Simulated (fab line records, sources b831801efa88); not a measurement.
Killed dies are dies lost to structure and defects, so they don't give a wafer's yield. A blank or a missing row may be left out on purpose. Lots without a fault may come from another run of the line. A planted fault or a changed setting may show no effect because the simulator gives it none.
Which tool did it? | flow sky130 | 14 lots, 42 wafers sampled, at 2 steps of a route of 708

WHAT THE GAUGES READ, wafer by wafer
SKY_SONOS_ONO_THK_MEAS_05. Usual: SONOS_ONO_CVD_04_THK 5.76 nm, standard deviation 0.11.
lot  | measured     | on            | SONOS_ONO_CVD_04_THK (nm) | flag
L379 | day 11 14:30 | film_metro-04 | 5.75 5.67 5.78            |
L381 | day 12 10:05 | film_metro-04 | 5.76 5.83 5.79            |
L389 | day 14 23:11 | film_metro-04 | 5.80 5.70 5.72            |
L390 | day 15 07:17 | film_metro-03 | 5.78 5.61 5.59            |
L391 | day 15 14:50 | film_metro-02 | 5.76 5.71 5.84            |
L392 | day 15 22:37 | film_metro-03 | 5.73 5.80 5.79            |
L393 | day 16 05:54 | film_metro-02 | 5.83 5.71 5.70            |
L394 | day 16 12:32 | film_metro-02 | 5.83 5.77 5.81            |
L395 | day 17 01:44 | film_metro-03 | 5.66 5.63 5.66            |
L397 | day 17 12:53 | film_metro-03 | 5.73 5.69 5.69            |
L398 | day 17 23:13 | film_metro-04 | 5.84 5.81 5.85            |
L399 | day 18 09:28 | film_metro-03 | 5.94 5.75 5.93            |
L400 | day 18 15:18 | film_metro-03 | 5.89 5.75 5.86            |
L401 | day 19 00:23 | film_metro-02 | 5.58 5.69 5.58            |

SKY_SONOS_ONO_CD_MEAS_13: target cd 410 nm. Usual: cd_nm 409.7 nm, standard deviation 2.
lot  | measured     | on        | cd_nm (nm)        | flag
L379 | day 12 14:58 | cd_sem-02 | 412.4 412.9 411.6 |
L381 | day 13 10:59 | cd_sem-02 | 408.6 410.9 409.1 |
L389 | day 16 01:42 | cd_sem-02 | 413.4 411.9 410.9 |
L390 | day 16 11:02 | cd_sem-02 | 410.8 412.9 412.5 |
L391 | day 16 18:49 | cd_sem-01 | 408.5 408.0 408.2 |
L392 | day 17 02:46 | cd_sem-01 | 412.3 412.0 409.7 |
L393 | day 17 10:13 | cd_sem-02 | 409.4 407.7 408.3 |
L394 | day 17 17:34 | cd_sem-01 | 411.2 410.8 410.0 |
L395 | day 18 06:10 | cd_sem-02 | 409.4 408.4 408.1 |
L397 | day 18 17:45 | cd_sem-01 | 411.8 409.8 409.6 |
L398 | day 19 04:47 | cd_sem-01 | 412.1 409.7 409.8 |
L399 | day 19 16:19 | cd_sem-02 | 412.2 411.8 408.7 |
L400 | day 19 22:18 | cd_sem-01 | 410.8 410.7 409.2 |
L401 | day 20 07:37 | cd_sem-02 | 411.2 412.0 413.2 |

WHICH TOOL RAN EACH LOT (tool, then ch and the chambers of the sampled wafers, then the start)
The record holds no process step before these readings.

WHAT THE TOOLS THEMSELVES READ (means of the sampled wafers that have a number; where no wafer has one, the mark that the record gives instead)
The record holds no such reading with a usual standard deviation.

THE ANSWER, worked out from the rows above alone
Rule: a lot is off if the mean of its wafers that have a number lies more than 3 standard deviations from the usual mean. A lot without any number at a reading at which 4 lots or more have one is off too. The other lots that the step has rows for count as sound. The gauges are gone through in route order, then the tools' own readings, and for those a lot's mean is taken as printed above. The first step at which some lot is off is used, and at that step the reading that is off furthest; a lot without a number counts as furthest.
No lot is off at any reading shown: from this, nothing can be told.

WHAT THE SIMULATOR HAD PUT IN
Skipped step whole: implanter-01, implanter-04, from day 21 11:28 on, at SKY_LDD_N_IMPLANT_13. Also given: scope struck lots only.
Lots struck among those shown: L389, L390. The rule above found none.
